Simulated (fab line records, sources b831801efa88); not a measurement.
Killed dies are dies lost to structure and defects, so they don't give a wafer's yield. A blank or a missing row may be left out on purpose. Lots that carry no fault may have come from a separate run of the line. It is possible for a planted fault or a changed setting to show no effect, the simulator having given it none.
fab line records ; flow sky130
record lots=7; wafers=21; last_day=50
route steps=708 shown SONOS_TUNNEL@156 SONOS_ONO@168 PAD_OPEN@708
lots untouched by any fault: they come from a run of this same line in which no faults occurred
start_h: hours from the record's first day to the start of the lot's first wafer shown ; wait_h: time in hours since the lot's previous step ; " repeats the value in the row above ; L1.1+2: a row that stands for several wafers ; - no value, or no start was given ; * or withheld: withheld ; < > ~ a bound
route shown NAME@n: NAME is a module with steps in the file, n the number in the route of the first one ; usual: the fault-free wafers' mean and standard deviation ; same: alike in all rows ; chamber/n: place in a boat ; sites: per-site readings ; _std_site: the standard deviation of these ; _edge_site: the outer-site mean with the inner-site mean subtracted ; radius_mm: how far each site lies from the wafer's centre ; mask NAME#n: copy n ; behind: the most recent tool/chamber to have shaped the wafer ; hold: what put the lot on hold/how long, in hours/how the hold closed ; device: which transistor (n, p or np) failed to switch ; end of line: tests of these same wafers at the route's end ; a step without rows: its recipe alone ; killed: not the wafer's yield, but the dies lost to structure and defects at the first sort ; map: the dies of a wafer, with x for killed, . for not killed, _ for no die there
set.NAME: the setting that was run; set.NAME@STEP: the one run at that earlier step ; model.NAME: the simulator's own value behind a step, which no gauge read
a table for each step, a row for each wafer; lots at some steps of the route
services: when a tool's chamber went out of use (start_h, in hours from the record's first day, below 0 if earlier), for how many hours, and the reason
## steps
# step SKY_SONOS_TUNNEL_COAT_02
# recipe resist=NOVOLAK; spin_rpm=3000; resist_thk_nm=1140
# step SKY_SONOS_TUNNEL_SOFTBAKE_03
# recipe temp_c=90; time_s=60; resist=NOVOLAK
# step SKY_SONOS_TUNNEL_EXPOSE_04
# recipe mask_id=TUNM; na=0.6; source_shape=conventional; sigma_outer=0.6; polarization=unpolarized; target_cd_nm=410; dose_mj=136
# step SKY_SONOS_TUNNEL_PEB_05
# recipe temp_c=withheld; time_s=*; resist=NOVOLAK
# step SKY_SONOS_TUNNEL_DEVELOP_06
# recipe resist=NOVOLAK; developer=TMAH; develop_time_s=60; dev_temp_c=23
# step SKY_SONOS_TUNNEL_CD_MEAS_07
# recipe target_cd_nm=410
# usual cd_nm=409.4/2.3
lot.wafer;tool;chamber;start_h;wait_h;cd_nm
L323.2;cd_sem-02;-;288.54;0.1;408.8
L323.4;cd_sem-02;-;288.54;0.1;410.6
L323.5;cd_sem-02;-;288.54;0.1;409.9
L324.3;cd_sem-01;-;293.61;0.1;411.6
L324.4;cd_sem-01;-;293.61;0.1;410.2
L324.5;cd_sem-01;-;293.61;0.1;408.9
L325.1;cd_sem-02;-;296.82;0.1;406.3
L325.2;cd_sem-02;-;296.82;0.1;408.7
L325.4;cd_sem-02;-;296.82;0.1;407.4
L333.2;cd_sem-02;-;361.74;0.1;407.9
L333.4;cd_sem-02;-;361.74;0.1;409.7
L333.5;cd_sem-02;-;361.74;0.1;408.1
L335.1;cd_sem-02;-;378.54;0.1;406.8
L335.2;cd_sem-02;-;378.54;0.1;408.0
L335.3;cd_sem-02;-;378.54;0.1;406.9
L338.1;cd_sem-02;-;402.37;0.1;407.7
L338.2;cd_sem-02;-;402.37;0.1;406.7
L338.6;cd_sem-02;-;402.37;0.1;408.9
L341.1;cd_sem-01;-;426.87;0.1;411.8
L341.4;cd_sem-01;-;426.87;0.1;412.3
L341.6;cd_sem-01;-;426.87;0.1;410.3
# step SKY_SONOS_TUNNEL_OVL_MEAS_08
# usual SONOS_TUNNEL_OVL=-1.0/1.4
lot.wafer;tool;chamber;start_h;wait_h;SONOS_TUNNEL_OVL[nm]
L323.2;overlay-01;-;288.64;0.1;-0.6
L323.4;overlay-01;-;288.64;0.1;-2.4
L323.5;overlay-01;-;288.64;0.1;-0.5
L324.3;overlay-01;-;293.70;0.1;-0.4
L324.4;overlay-01;-;293.70;0.1;-0.8
L324.5;overlay-01;-;293.70;0.1;1.5
L325.1;overlay-02;-;296.94;0.1;-3.5
L325.2;overlay-02;-;296.94;0.1;-1.1
L325.4;overlay-02;-;296.94;0.1;0.4
L333.2;overlay-01;-;361.84;0.1;-1.0
L333.4;overlay-01;-;361.84;0.1;-2.4
L333.5;overlay-01;-;361.84;0.1;-0.1
L335.1;overlay-02;-;378.66;0.1;-3.6
L335.2;overlay-02;-;378.66;0.1;-1.8
L335.3;overlay-02;-;378.66;0.1;-3.0
L338.1;overlay-02;-;402.49;0.1;2.3
L338.2;overlay-02;-;402.49;0.1;-0.1
L338.6;overlay-02;-;402.49;0.1;0.5
L341.1;overlay-01;-;426.99;0.1;0.6
L341.4;overlay-01;-;426.99;0.1;-0.1
L341.6;overlay-01;-;426.99;0.1;1.3
# step SKY_SONOS_TUNNEL_IMPLANT_09
# recipe species=B; energy_kev=20; dose_cm2=1e+12; tilt_deg=withheld
# step SKY_SONOS_TUNNEL_WET_ETCH_10
# recipe chemistry=dHF; target_depth_nm=14; target=SiO2; dilution=100:1; temp_c=25; time_s=280
# step SKY_SONOS_TUNNEL_STRIP_11
# recipe chemistry=SPM; time_s=600; temp_c=130
# step SKY_SONOS_TUNNEL_TW_MEAS_12
# usual SONOS_TUNNEL_TW=196.3/1.8
lot.wafer;tool;chamber;start_h;wait_h;SONOS_TUNNEL_TW
L323.2;film_metro-01;-;289.09;0.0;196.0
L323.4;film_metro-01;-;289.09;0.0;196.4
L323.5;film_metro-01;-;289.09;0.0;196.1
L324.3;film_metro-03;-;294.15;0.0;198.1
L324.4;film_metro-03;-;294.15;0.0;197.3
L324.5;film_metro-03;-;294.15;0.0;197.6
L325.1;film_metro-03;-;297.39;0.0;197.1
L325.2;film_metro-03;-;297.39;0.0;197.1
L325.4;film_metro-03;-;297.39;0.0;198.2
L333.2;film_metro-03;-;362.47;0.0;200.0
L333.4;film_metro-03;-;362.47;0.0;200.7
L333.5;film_metro-03;-;362.47;0.0;199.9
L335.1;film_metro-01;-;379.12;0.0;194.9
L335.2;film_metro-01;-;379.12;0.0;193.9
L335.3;film_metro-01;-;379.12;0.0;194.4
L338.1;film_metro-01;-;402.93;0.0;196.1
L338.2;film_metro-01;-;402.93;0.0;194.9
L338.6;film_metro-01;-;402.93;0.0;196.1
L341.1;film_metro-01;-;427.43;0.0;196.8
L341.4;film_metro-01;-;427.43;0.0;197.9
L341.6;film_metro-01;-;427.43;0.0;197.9
# step SKY_SONOS_TUNNEL_CLEAN_13
# recipe chemistry=dHF; time_s=20; dilution=100:1; dry=ipa_marangoni
# step SKY_SONOS_ONO_OXIDATION_00
# recipe temp_c=800; ambient=O2; idle_temp_c=700; ramp_up_c_per_min=10; ramp_down_c_per_min=3; stabilise_s=600; purge_s=300; target_thk_a=26; ox_time_s=1249
# usual ramp_up_c_per_min=10.000/0.0018; zone_power_bottom_pct=19.6/0.35; zone_power_lower_pct=14.9/1.6
lot.wafer;tool;chamber;start_h;wait_h;ramp_up_c_per_min;zone_power_bottom_pct;zone_power_lower_pct;model.SiO2_of_SONOS_ONO_OXIDATION_00.thk_nm
L323.2;furnace-02;0;290.41;1.3;9.9992;20.1;16.9;2.957
L323.4;furnace-02;0;290.41;1.3;10.001;19.5;16.9;2.979
L323.5;furnace-02;0;290.41;1.3;10.002;20.4;16.3;3.008
L324.3;furnace-02;0;295.84;1.6;10.000;20.1;16.7;2.922
L324.4;furnace-02;0;295.84;1.6;10.003;20.1;16.4;2.92
L324.5;furnace-02;0;295.84;1.6;9.9962;20.2;16.7;2.927
L325.1;furnace-02;0;298.70;1.2;10.001;19.9;16.7;2.978
L325.2;furnace-02;0;298.70;1.2;10.001;19.7;16.6;2.977
L325.4;furnace-02;0;298.70;1.2;10.003;20.1;16.7;2.96
L333.2;furnace-01;0;365.41;2.9;10.000;19.4;13.4;2.547
L333.4;furnace-01;0;365.41;2.9;10.000;19.4;13.3;2.527
L333.5;furnace-01;0;365.41;2.9;10.0000;19.4;13.4;2.579
L335.1;furnace-01;0;386.09;6.9;9.9987;19.4;13.6;2.544
L335.2;furnace-01;0;386.09;6.9;10.002;19.4;13.6;2.552
L335.3;furnace-01;0;386.09;6.9;9.9972;19.5;13.3;2.555
L338.1;furnace-01;0;410.36;7.4;10.003;19.3;13.2;2.57
L338.2;furnace-01;0;410.36;7.4;10.001;19.2;13.3;2.556
L338.6;furnace-01;0;410.36;7.4;10.000;19.4;13.5;2.596
L341.1;furnace-02;0;428.80;1.3;10.001;19.6;16.8;2.659
L341.4;furnace-02;0;428.80;1.3;10.000;19.8;16.6;2.602
L341.6;furnace-02;0;428.80;1.3;9.9990;19.8;16.7;2.676
# step SKY_SONOS_ONO_THK_MEAS_01
# recipe reads=SiO2_of_SONOS_ONO_OXIDATION_00
# usual SONOS_ONO_OXIDATION_THK=2.58/0.058
lot.wafer;tool;chamber;start_h;wait_h;SONOS_ONO_OXIDATION_THK[nm]
L323.2;film_metro-01;-;291.77;0.0;2.94
L323.4;film_metro-01;-;291.77;0.0;2.95
L323.5;film_metro-01;-;291.77;0.0;2.93
L324.3;film_metro-01;-;297.21;0.0;2.90
L324.4;film_metro-01;-;297.21;0.0;2.97
L324.5;film_metro-01;-;297.21;0.0;2.88
L325.1;film_metro-01;-;300.05;0.0;3.00
L325.2;film_metro-01;-;300.05;0.0;2.97
L325.4;film_metro-01;-;300.05;0.0;3.01
L333.2;film_metro-01;-;366.82;0.1;2.57
L333.4;film_metro-01;-;366.82;0.1;2.55
L333.5;film_metro-01;-;366.82;0.1;2.54
L335.1;film_metro-03;-;387.44;0.0;2.59
L335.2;film_metro-03;-;387.44;0.0;2.53
L335.3;film_metro-03;-;387.44;0.0;2.54
L338.1;film_metro-03;-;411.71;0.0;2.52
L338.2;film_metro-03;-;411.71;0.0;2.52
L338.6;film_metro-03;-;411.71;0.0;2.63
L341.1;film_metro-03;-;430.14;0.0;2.67
L341.4;film_metro-03;-;430.14;0.0;2.60
L341.6;film_metro-03;-;430.14;0.0;2.66
# step SKY_SONOS_ONO_CVD_02
# recipe material=Si3N4; precursor=DCS/NH3; target_thk_nm=10.5; temp_c=770; time_s=180; pressure_mtorr=250
# step SKY_PAD_OPEN_PROBE_99
# usual killed_at_M0_to_M3=44/8.6; killed_at_M4_up=3.4/1.9; killed_at_contacts=23/5.7; killed_at_front_end=15/4.5; killed_at_other=0.4/0.62; killed_dies=86/11; killed_open=46/7.6; killed_short=39/6.3
# same gross_dies=492; killed_at_back_side=0
lot.wafer;tool;chamber;start_h;wait_h;killed_at_M0_to_M3;killed_at_M4_up;killed_at_contacts;killed_at_front_end;killed_at_other;killed_dies;killed_open;killed_short;model.etest.sonos_erased.drive_ua_um;model.etest.cap_ono.gate_log10_a_cm2;model.etest.sonos_erased.vt_v;model.etest.cap_ono.tox_acc_nm;model.etest.sonos_programmed.vt_v;model.etest.sonos_baked.vt_less_v
L324.3;prober-02;-;1116.09;0.2;40;2;25;14;1;82;41;41;150;-8.461;-1.917;13.29;1.338;-0.4114
L324.4;prober-02;-;1116.14;0.2;58;3;16;11;0;88;45;43;151.3;-8.455;-1.9;13.32;1.296;-0.3735
L324.5;prober-02;-;1116.19;0.2;42;5;27;11;2;87;36;51;148.6;-8.444;-1.888;13.31;1.272;-0.3499
L323.2;prober-01;-;1117.03;0.1;54;4;26;14;1;99;58;40;141.2;-8.338;-1.895;13.2;1.321;-0.3708
L323.4;prober-01;-;1117.13;0.2;47;4;17;17;1;86;45;41;150.3;-8.542;-1.814;13.39;1.294;-0.3994
L323.5;prober-01;-;1117.18;0.2;45;3;25;8;0;81;38;42;165.6;-8.512;-1.802;13.35;1.244;-0.3272
L325.1;prober-02;-;1117.49;0.1;56;2;22;22;2;104;63;40;128.6;-8.507;-1.76;13.35;1.282;-0.3615
L325.2;prober-02;-;1117.54;0.1;46;4;31;19;0;100;54;46;149.9;-8.636;-1.776;13.41;1.253;-0.3473
L325.4;prober-02;-;1117.64;0.2;55;3;26;15;0;99;62;37;145.4;-8.397;-1.849;13.26;1.301;-0.3299
L333.2;prober-01;-;1173.36;0.1;49;5;21;8;0;83;52;31;218.9;-7.867;-2.334;12.82;1.509;-0.5485
L333.4;prober-01;-;1173.46;0.2;50;5;16;15;1;87;45;41;164.5;-7.826;-2.298;12.74;1.479;-0.5192
L333.5;prober-01;-;1173.51;0.2;42;4;18;19;0;83;43;40;204.9;-7.971;-2.289;12.88;1.474;-0.5189
L335.1;prober-02;-;1175.13;0.1;33;2;24;10;1;70;30;38;177.8;-8.058;-2.254;12.96;1.42;-0.4808
L335.2;prober-02;-;1175.18;0.1;40;11;19;13;0;83;48;35;176.6;-7.939;-2.247;12.95;1.404;-0.501
L335.3;prober-02;-;1175.23;0.2;45;5;21;15;1;87;47;38;180.5;-8.08;-2.227;13;1.39;-0.5482
L338.1;prober-01;-;1189.34;0.1;38;2;20;13;1;74;40;32;206;-8.031;-2.26;12.99;1.354;-0.46
L338.2;prober-01;-;1189.39;0.1;49;3;25;11;1;89;54;35;182.2;-7.958;-2.251;12.93;1.425;-0.5465
L338.6;prober-01;-;1189.59;0.2;66;3;31;11;0;111;63;48;184.5;-8.097;-2.2;13.09;1.335;-0.4688
L341.1;prober-02;-;1200.79;0.1;42;1;36;14;0;93;48;45;184.5;-8.017;-2.244;12.91;1.485;-0.5091
L341.4;prober-02;-;1200.94;0.2;45;5;19;22;1;92;48;43;171.7;-8.036;-2.225;12.93;1.457;-0.5215
L341.6;prober-02;-;1201.04;0.2;47;1;23;13;0;84;53;30;175.1;-8.106;-2.187;13.02;1.404;-0.4891
# killed by level:class
L324.3 VIA1:geometric_particle:open=9 METAL2:geometric_particle:short=8 LI_CONTACT:geometric_particle:open=7 VIA2:geometric_particle:open=6 LOCAL_INTERCONNECT:geometric_particle:short=6 CONTACT:geometric_particle:short=6 CONTACT:geometric_particle:open=5 SPACER:geometric_particle:open=4
L324.4 VIA1:geometric_particle:open=9 VIA3:geometric_particle:open=9 VIA2:geometric_particle:open=7 VIA1:geometric_particle:short=7 METAL2:geometric_particle:short=6 METAL3:geometric_particle:short=6 LI_CONTACT:geometric_particle:open=5 CONTACT:geometric_particle:short=5
L324.5 CONTACT:geometric_particle:open=10 VIA1:geometric_particle:open=9 LOCAL_INTERCONNECT:geometric_particle:short=9 METAL2:geometric_particle:short=7 VIA2:geometric_particle:open=6 VIA1:geometric_particle:short=5 POLY_GATE:geometric_particle:short=4 LI_CONTACT:geometric_particle:short=4
L323.2 VIA1:geometric_particle:open=17 CONTACT:geometric_particle:open=8 VIA2:geometric_particle:open=7 LOCAL_INTERCONNECT:geometric_particle:short=6 CONTACT:geometric_particle:short=5 VIA3:geometric_particle:open=5 VIA1:geometric_particle:short=5 METAL2:geometric_particle:short=5
L323.4 VIA1:geometric_particle:open=10 VIA3:geometric_particle:open=8 VIA1:geometric_particle:short=8 METAL1:geometric_particle:short=7 FIELD_ISO:geometric_particle:open=6 POLY_GATE:geometric_particle:open=5 METAL3:geometric_particle:short=5 CONTACT:geometric_particle:short=4
L323.5 VIA1:geometric_particle:open=9 LI_CONTACT:geometric_particle:open=7 METAL1:geometric_particle:short=6 METAL2:geometric_particle:short=6 VIA3:geometric_particle:open=6 LOCAL_INTERCONNECT:geometric_particle:short=5 CONTACT:geometric_particle:short=5 VIA2:geometric_particle:open=5
L325.1 VIA1:geometric_particle:open=11 VIA2:geometric_particle:open=10 CONTACT:geometric_particle:open=10 METAL1:geometric_particle:short=8 VIA3:geometric_particle:open=8 FIELD_ISO:geometric_particle:open=7 POLY_GATE:geometric_particle:short=6 LI_CONTACT:geometric_particle:open=6
L325.2 CONTACT:geometric_particle:open=13 LI_CONTACT:geometric_particle:open=10 VIA1:geometric_particle:short=9 VIA1:geometric_particle:open=8 METAL1:geometric_particle:short=7 FIELD_ISO:geometric_particle:open=6 METAL2:geometric_particle:short=6 VIA3:geometric_particle:open=6
L325.4 VIA1:geometric_particle:open=17 CONTACT:geometric_particle:open=12 VIA2:geometric_particle:open=9 LI_CONTACT:geometric_particle:open=7 VIA3:geometric_particle:open=6 METAL1:geometric_particle:short=6 FIELD_ISO:geometric_particle:short=5 CONTACT:geometric_particle:short=5
L333.2 CONTACT:geometric_particle:open=11 VIA2:geometric_particle:open=10 VIA3:geometric_particle:open=9 VIA1:geometric_particle:open=9 METAL1:geometric_particle:short=6 VIA1:geometric_particle:short=6 LI_CONTACT:geometric_particle:open=5 METAL4:geometric_particle:short=4
L333.4 VIA1:geometric_particle:open=14 CONTACT:geometric_particle:short=7 VIA1:geometric_particle:short=6 VIA2:geometric_particle:open=6 FIELD_ISO:geometric_particle:open=5 VIA2:geometric_particle:short=5 METAL4:geometric_particle:short=5 METAL2:geometric_particle:short=4
L333.5 FIELD_ISO:geometric_particle:open=9 VIA2:geometric_particle:open=8 METAL3:geometric_particle:short=8 VIA1:geometric_particle:open=7 FIELD_ISO:geometric_particle:short=6 CONTACT:geometric_particle:open=6 VIA1:geometric_particle:short=6 CONTACT:geometric_particle:short=5
L335.1 LI_CONTACT:geometric_particle:open=8 CONTACT:geometric_particle:short=7 METAL1:geometric_particle:short=7 VIA3:geometric_particle:open=6 VIA2:geometric_particle:open=5 LOCAL_INTERCONNECT:geometric_particle:short=4 VIA1:geometric_particle:open=4 FIELD_ISO:geometric_particle:open=3
L335.2 METAL1:geometric_particle:short=9 VIA1:geometric_particle:open=9 CONTACT:geometric_particle:open=7 METAL4:geometric_particle:short=7 FIELD_ISO:geometric_particle:open=6 LI_CONTACT:geometric_particle:open=6 VIA2:geometric_particle:open=6 METAL2:geometric_particle:short=4
L335.3 VIA1:geometric_particle:open=8 METAL1:geometric_particle:short=7 METAL2:geometric_particle:short=7 FIELD_ISO:geometric_particle:open=6 LI_CONTACT:geometric_particle:open=6 VIA3:geometric_particle:open=6 VIA2:geometric_particle:open=6 CONTACT:geometric_particle:open=5
L338.1 LI_CONTACT:geometric_particle:open=7 VIA3:geometric_particle:open=7 METAL2:geometric_particle:short=6 VIA1:geometric_particle:open=6 VIA2:geometric_particle:open=6 LOCAL_INTERCONNECT:geometric_particle:short=5 CONTACT:geometric_particle:open=5 METAL1:geometric_particle:short=3
L338.2 VIA1:geometric_particle:open=13 CONTACT:geometric_particle:open=13 VIA2:geometric_particle:open=8 VIA3:geometric_particle:open=7 VIA1:geometric_particle:short=6 CONTACT:geometric_particle:short=5 FIELD_ISO:geometric_particle:short=4 LI_CONTACT:geometric_particle:open=4
L338.6 VIA1:geometric_particle:open=20 CONTACT:geometric_particle:open=12 VIA3:geometric_particle:open=10 LOCAL_INTERCONNECT:geometric_particle:short=7 VIA1:geometric_particle:short=6 VIA2:geometric_particle:open=6 CONTACT:geometric_particle:short=5 METAL1:geometric_particle:short=5
L341.1 LI_CONTACT:geometric_particle:open=9 CONTACT:geometric_particle:open=9 LOCAL_INTERCONNECT:geometric_particle:short=7 VIA2:geometric_particle:open=7 VIA1:geometric_particle:short=7 CONTACT:geometric_particle:short=6 VIA1:geometric_particle:open=5 VIA3:geometric_particle:open=5
L341.4 FIELD_ISO:geometric_particle:open=9 LI_CONTACT:geometric_particle:open=8 VIA1:geometric_particle:open=8 METAL1:geometric_particle:short=7 CONTACT:geometric_particle:open=6 VIA1:geometric_particle:short=6 VIA2:geometric_particle:open=6 METAL4:geometric_particle:short=5
L341.6 VIA1:geometric_particle:open=12 CONTACT:geometric_particle:open=9 VIA2:geometric_particle:open=9 LI_CONTACT:geometric_particle:open=8 VIA1:geometric_particle:short=6 POLY_GATE:geometric_particle:open=5 METAL1:geometric_particle:short=4 VIA3:geometric_particle:open=4
## services
tool;chamber;start_h;hours;kind
furnace-01;-;290.43;4.1;pm
furnace-01;-;320.26;3.0;pm
furnace-01;-;397.16;11.7;pm
furnace-02;-;409.61;3.5;pm
## key
first_sign step=SKY_SONOS_ONO_THK_MEAS_01; reading=SONOS_ONO_OXIDATION_THK; direction=up; sigmas=6.4; usual=2.58; struck=2.95
effect none on later readings
model_effect step=SKY_SONOS_ONO_OXIDATION_00; value=SiO2_of_SONOS_ONO_OXIDATION_00.thk_nm; without=2.578; struck=2.959
model_effect step=SKY_PAD_OPEN_PROBE_99; value=etest.sonos_erased.drive_ua_um; without=192; struck=147.9
met_at SKY_SONOS_ONO_OXIDATION_00
struck_wafers L323.2,L323.4,L323.5,L324.3,L324.4,L324.5,L325.1,L325.2,L325.4
tester_left_out L323,L324,L325
fault kind=process_parameter_drift; tool=furnace-02; chamber=-; onset_h=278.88; steps=SKY_SONOS_ONO_OXIDATION_00; channel=ox_time_s; offset=*; shape=step; end_h=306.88; acts_in=*; stated=*
# tester_left_out: of these lots the tester's yield and bins aren't shown, on N5 and GAA mostly nor the transistor test; their killed dies are dies lost to structure and defects alone, not to doping, threshold or leakage, so they don't give the yield
